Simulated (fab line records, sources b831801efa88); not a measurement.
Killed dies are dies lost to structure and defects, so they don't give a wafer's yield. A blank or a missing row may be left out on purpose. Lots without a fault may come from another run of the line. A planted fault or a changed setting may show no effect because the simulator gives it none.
Tool commonality check | flow gf180mcu | 13 lots, 45 wafers sampled

WHY IT WAS OPENED
At GF_HV_LDD_TW_MEAS_50 the reading HV_LDD_4_TW is flagged on 2 of 13 lots. Wafers without a fault read 567, standard deviation 4.8.
Rule: a lot is flagged when every wafer of it that has a number lies more than 4 standard deviations from that mean, or none has a number. The other lots count as sound.

lot  | measured     | on            | HV_LDD_4_TW, wafer by wafer | flag
L182 | day 12 16:15 | film_metro-01 | 558 558 562                 |
L183 | day 12 23:03 | film_metro-03 | 565 564 564                 |
L184 | day 13 08:26 | film_metro-03 | 569 562 565                 |
L187 | day 13 23:45 | film_metro-01 | 560 562 562                 |
L188 | day 14 04:26 | film_metro-02 | 575 573 572                 |
L190 | day 15 05:38 | film_metro-02 | 576 570 573                 |
L191 | day 15 10:03 | film_metro-01 | 565 560 567                 |
L192 | day 15 18:18 | film_metro-01 | 562 564 564                 |
L193 | day 16 03:35 | film_metro-02 | 566 570 571                 |
L196 | day 17 08:34 | film_metro-02 | 516 514 513 514 514 514     | FLAGGED
L197 | day 17 10:50 | film_metro-03 | 568 566 564                 |
L198 | day 17 22:51 | film_metro-03 | 506 504 506 506 509 505     | FLAGGED
L204 | day 19 19:14 | film_metro-01 | 562 563 562                 |
The numbers of the flagged lots are 510 on average: -57 against the usual, or -12 standard deviations.

WHICH TOOL RAN EACH LOT
The record holds 2 process steps before the reading, out of a route of 602 steps. In each cell: the tool, then ch and the chambers that the sampled wafers went through, then the start.
lot  | flag    | GF_STI_CMP_25                | GF_HV_LDD_IMPLANT_48
L182 |         | cmp-02 ch 0,2, day 2 07:06   | implanter-03 ch 0, day 12 16:02
L183 |         | cmp-02 ch 0,1,2, day 2 12:22 | implanter-02 ch 0, day 12 22:48
L184 |         | cmp-01 ch 0,1,3, day 2 14:35 | implanter-01 ch 0, day 13 08:12
L187 |         | cmp-02 ch 0,1,2, day 3 06:37 | implanter-03 ch 0, day 13 23:33
L188 |         | cmp-02 ch 1,2,3, day 3 10:49 | implanter-02 ch 0, day 14 04:12
L190 |         | cmp-01 ch 1,2,3, day 3 21:40 | implanter-01 ch 0, day 15 05:23
L191 |         | cmp-01 ch 1,2,3, day 4 01:58 | implanter-03 ch 0, day 15 09:48
L192 |         | cmp-02 ch 0,1,3, day 4 07:32 | implanter-03 ch 0, day 15 18:03
L193 |         | cmp-01 ch 0,1,2, day 4 14:23 | implanter-03 ch 0, day 16 03:20
L196 | FLAGGED | cmp-01 ch 1,3, day 5 05:05   | implanter-03 ch 0, day 17 08:19
L197 |         | cmp-02 ch 0,2,3, day 5 09:13 | implanter-02 ch 0, day 17 10:36
L198 | FLAGGED | cmp-02 ch 2,3, day 5 18:42   | implanter-03 ch 0, day 17 22:36
L204 |         | cmp-02 ch 0,3, day 6 20:36   | implanter-01 ch 0, day 19 19:00
What these steps do:
- GF_STI_CMP_25: polishes, stops on Si3N4, t overpolish 33 s, target thk 524.6 nm.
- GF_HV_LDD_IMPLANT_48
- GF_HV_LDD_TW_MEAS_50

FLAGGED OVER TOTAL, TOOL BY TOOL (the gauges that took the reading come last)
step                 | tool          | lots run | flagged | share of the flagged lots | sound lots run after its first flagged lot
GF_STI_CMP_25        | cmp-01        | 5        | 1       | some                      | 0
GF_STI_CMP_25        | cmp-02        | 8        | 1       | some                      | 1 (L204)
GF_HV_LDD_IMPLANT_48 | implanter-01  | 3        | 0       | none                      | -
GF_HV_LDD_IMPLANT_48 | implanter-02  | 3        | 0       | none                      | -
GF_HV_LDD_IMPLANT_48 | implanter-03  | 7        | 2       | all                       | 0
GF_HV_LDD_TW_MEAS_50 | film_metro-01 | 5        | 0       | none                      | -
GF_HV_LDD_TW_MEAS_50 | film_metro-02 | 4        | 1       | some                      | 0
GF_HV_LDD_TW_MEAS_50 | film_metro-03 | 4        | 1       | some                      | 0

WHAT THE TABLE ALLOWS
1 row of the table ran every flagged lot: implanter-03 at GF_HV_LDD_IMPLANT_48.
- implanter-03 at GF_HV_LDD_IMPLANT_48: 2 of its 7 lots flagged. Its last sound lot is L193 (day 16 03:20), its first flagged lot L196 (day 17 08:19): a fault that began between those two fits. Its own readings lie more than 4 standard deviations out on every wafer of the flagged lots: tilt_deg.
One tool is left: implanter-03 at GF_HV_LDD_IMPLANT_48.

WHAT THE SIMULATOR HAD PUT IN
Process parameter drift: implanter-03, from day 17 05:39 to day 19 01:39, at GF_HV_LDD_IMPLANT_48. Setting tilt_deg, moved by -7, from 7. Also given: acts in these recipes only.
Lots struck among those shown: L196, L198. The rule above found the same.
